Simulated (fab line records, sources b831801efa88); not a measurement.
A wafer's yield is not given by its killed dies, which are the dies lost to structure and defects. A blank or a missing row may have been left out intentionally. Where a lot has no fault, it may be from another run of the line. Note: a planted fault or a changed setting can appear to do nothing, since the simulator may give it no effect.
One fault through the eyes of 2 desks ; flow gf180mcu ; numbers are kept per desk, each desk with only its own; the story behind them comes last

DESK OF THE TOOL OWNER: cmp-01
The tool's own readings at GF_V2_CMP_26 (polishes, stops on SiO2, t overpolish 15 s, target thk 0 nm): means of the sampled wafers that have a number, for each lot that ran on this tool. The brackets show how far a lot's mean lies from the usual mean; more than 4 standard deviations puts the lot out of limits, marked OUT.
Columns: A = edge-zone-pressure-frac at GF_V2_CMP_26, usual 0.999; B = head-pressure-psi at GF_V2_CMP_26, usual 3.500 psi; C = motor-current-A at GF_V2_CMP_26, usual 10.3 A; D = overpolish-run-s at GF_V2_CMP_26, usual 15.000 s; E = slurry-filter-dp-kPa at GF_V2_CMP_26, usual 13.49 kPa; F = time-to-endpoint-s at GF_V2_CMP_26, usual 85 s
lot;first seen here;A;B;C;D;E;F
L444;day 24 08:38;0.997;3.501;9.4;15.001;13.50;86
L447;day 25 00:04;0.996;3.501;9.5;14.999;13.53;75
L452;day 26 15:39;0.995;3.492;10.0;14.993;13.55;86
L454;day 27 05:37;0.992;3.497;8.9;15.000;13.49;81
L455;day 27 10:14;0.995;3.506;9.8;14.990;13.45;81
L456;day 27 16:59;1.001;3.501;10.5;15.008;13.52;91
This desk's finding: nothing out of limits on any of the 6 lots.

FROM THE METROLOGY DESK
What the gauges read for every lot (on any tool): the sampled wafers with a number, averaged. The brackets show how far a lot's mean lies from the usual mean; more than 4 standard deviations puts the lot out of limits, marked OUT.
Columns: A = M2_ALCU_RS at GF_M2_RS_MEAS_05, usual 0.0690 ohm/sq
lot;first seen here;A
L434;day 17 18:34;0.0687
L437;day 20 02:05;0.0684
L438;day 20 03:56;0.0691
L440;day 20 11:46;0.0679
L444;day 22 08:53;0.0691
L446;day 22 16:09;0.0684
L447;day 23 01:26;0.0682
L448;day 23 17:28;0.0694
L449;day 23 21:07;0.0685
L452;day 24 18:11;0.0687
L454;day 25 10:29;0.0679
L455;day 25 14:47;0.0703
L456;day 25 22:05;0.0697
L457;day 26 07:16;0.0672
This desk's finding: nothing out of limits on any of the 14 lots.

TAKEN TOGETHER
The tool owner's desk saw nothing out of limits.
Nothing out of limits was seen by the metrology desk.

WHAT THE SIMULATOR PUT IN
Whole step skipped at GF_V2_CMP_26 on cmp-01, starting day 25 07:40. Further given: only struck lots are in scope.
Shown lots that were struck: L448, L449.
